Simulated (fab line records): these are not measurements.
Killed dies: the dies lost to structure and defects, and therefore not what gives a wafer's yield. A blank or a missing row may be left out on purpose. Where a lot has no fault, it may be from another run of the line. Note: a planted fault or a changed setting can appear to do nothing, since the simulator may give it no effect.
Matching of chambers -- flow gf180mcu -- cmp-02 running GF_V2_CMP_26: 4 sister chambers
The step polishes, stops on SiO2, t overpolish 15 s, target thk 0 nm. 4 wafers are shown with their chamber, then 8 later ones without.

## EACH WAFER AND ITS CHAMBER
wafer,chamber,motor current A (A)
L087.1,1,10.1
L088.3,0,12.0
L088.4,2,9.8
L091.3,3,11.0

## WAFERS WHOSE CHAMBER IS MISSING
wafer,motor current A (A)
L091.4,11.1
L091.6,10.2
L095.2,9.3
L095.4,11.0
L095.6,11.6
L097.1,10.2
L097.3,10.0
L097.6,10.5

## EACH ONE'S CHAMBER
wafer,from the rows above,in truth
L091.4,3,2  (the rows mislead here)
L091.6,can't be placed: 1 or 2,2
L095.2,can't be placed: 2 or 1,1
L095.4,3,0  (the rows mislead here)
L095.6,can't be placed: 0 or 3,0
L097.1,can't be placed: 1 or 2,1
L097.3,can't be placed: 1 or 2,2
L097.6,can't be placed: 1 or 3 or 2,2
Correctly placed: 0 of 8. Not placeable from these rows: 6 (in 6, the candidates include the true chamber). Number placed wrongly: 2.
How it was worked out, from the rows above alone: a wafer's distance from a chamber is the root of the sum, over the readings, of the square of ((its reading less the chamber's mean) divided by the reading's scatter). The wafer belongs to the nearest chamber; if the next one is less than 2 further off, it can't be placed. For every chamber, the mean is computed from those of its wafers that are shown. The scatter (one wafer shown for each chamber): square how far every hidden wafer sits from the nearest shown wafer, average those squares and take the square root.
